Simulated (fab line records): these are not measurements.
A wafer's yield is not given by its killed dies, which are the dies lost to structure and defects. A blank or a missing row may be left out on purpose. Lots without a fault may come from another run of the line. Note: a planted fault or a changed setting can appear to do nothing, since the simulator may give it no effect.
Which of the tools did it? | flow sky130 | 36 wafers from 12 lots sampled at 3 of the route's 708 steps

WHAT THE GAUGES SHOWED, per wafer
SKY_NWELL_RS_MEAS_31: measures by four-point-probe. Usual: PWDE_RS gives 5276 ohm/sq (standard deviation 25).
lot  | measured     | on            | PWDE_RS (ohm/sq) | flag
L248 | day 5 07:18  | film_metro-04 | 5265 5262 5273   |
L249 | day 5 14:10  | film_metro-03 | 5277 5302 5283   |
L250 | day 5 18:44  | film_metro-01 | 5294 5288 5293   |
L251 | day 5 23:44  | film_metro-04 | 5230 5234 5241   |
L253 | day 6 15:19  | film_metro-01 | 5521 5499 5481   | OFF
L255 | day 7 01:20  | film_metro-01 | 5507 5514 5517   | OFF
L261 | day 8 13:04  | film_metro-04 | 5300 5293 5310   |
L264 | day 9 17:45  | film_metro-03 | 5326 5315 5327   |
L265 | day 9 23:25  | film_metro-01 | 5304 5300 5308   |
L266 | day 10 03:06 | film_metro-03 | 5261 5263 5265   |
L269 | day 10 20:35 | film_metro-04 | 5229 5236 5244   |
L271 | day 11 06:29 | film_metro-04 | 5272 5286 5273   |

SKY_METAL1_OVL_MEAS_16. Usual: METAL1_OVL gives -1 nm (standard deviation 5.7).
lot  | measured     | on         | METAL1_OVL (nm) | flag
L248 | day 32 15:13 | overlay-01 | -5 -9 -1        |
L249 | day 32 21:32 | overlay-01 | -15 -7 -4       |
L250 | day 33 10:48 | overlay-01 | -2 -3 -6        |
L251 | day 33 17:05 | overlay-01 | 2 0 6           |
L253 | day 34 17:23 | overlay-02 | 9 -5 8          |
L255 | day 35 06:41 | overlay-02 | -5 -7 -6        |
L261 | day 36 15:43 | overlay-02 | -6 -4 3         |
L264 | day 38 19:31 | overlay-01 | 10 2 9          |
L265 | day 38 22:25 | overlay-02 | -9 -1 -11       |
L266 | day 38 20:51 | overlay-01 | -6 1 -5         |
L269 | day 39 06:17 | overlay-02 | 3 5 -4          |
L271 | day 39 17:47 | overlay-02 | -10 -3 -9       |

TOOL THAT RAN EACH LOT (tool first, then ch and the chambers of the sampled wafers, then the start)
lot  | SKY_PWDE_IMPLANT_08
L248 | implanter-02 ch 0, day 3 19:17
L249 | implanter-02 ch 0, day 4 02:07
L250 | implanter-03 ch 0, day 4 05:41
L251 | implanter-02 ch 0, day 4 10:39
L253 | implanter-02 ch 0, day 5 01:22
L255 | implanter-02 ch 0, day 5 11:23
L261 | implanter-03 ch 0, day 6 19:35
L264 | implanter-02 ch 0, day 7 22:09
L265 | implanter-02 ch 0, day 8 03:08
L266 | implanter-03 ch 0, day 8 06:58
L269 | implanter-03 ch 0, day 8 21:53
L271 | implanter-03 ch 0, day 9 07:26
- SKY_PWDE_IMPLANT_08

WHAT THE TOOLS THEMSELVES READ (means of the sampled wafers that have a number; where no wafer has one, the mark that the record gives instead)
The record holds no such reading with a usual standard deviation.

THE ANSWER, worked out from the rows above alone
Rule: a lot is off if the mean of its wafers that have a number lies more than 3 standard deviations from the usual mean. A lot without any number at a reading at which 4 lots or more have one is off too. The other lots that the step has rows for count as sound. Order of review: gauges by route order, followed by the tools' own readings, for which a lot's mean as printed above is used. The first step at which some lot is off is used, and at that step the reading that is off furthest; a lot without a number counts as furthest.
Off: at SKY_NWELL_RS_MEAS_31 (PWDE_RS), L253, L255.
If a tool, at a process step before that reading, ran all the lots that are off and no sound lot after the first of them, it fits. The gauges at SKY_NWELL_RS_MEAS_31 are tried like those tools. None of those tried fits.

WHAT THE SIMULATOR HAD INSERTED
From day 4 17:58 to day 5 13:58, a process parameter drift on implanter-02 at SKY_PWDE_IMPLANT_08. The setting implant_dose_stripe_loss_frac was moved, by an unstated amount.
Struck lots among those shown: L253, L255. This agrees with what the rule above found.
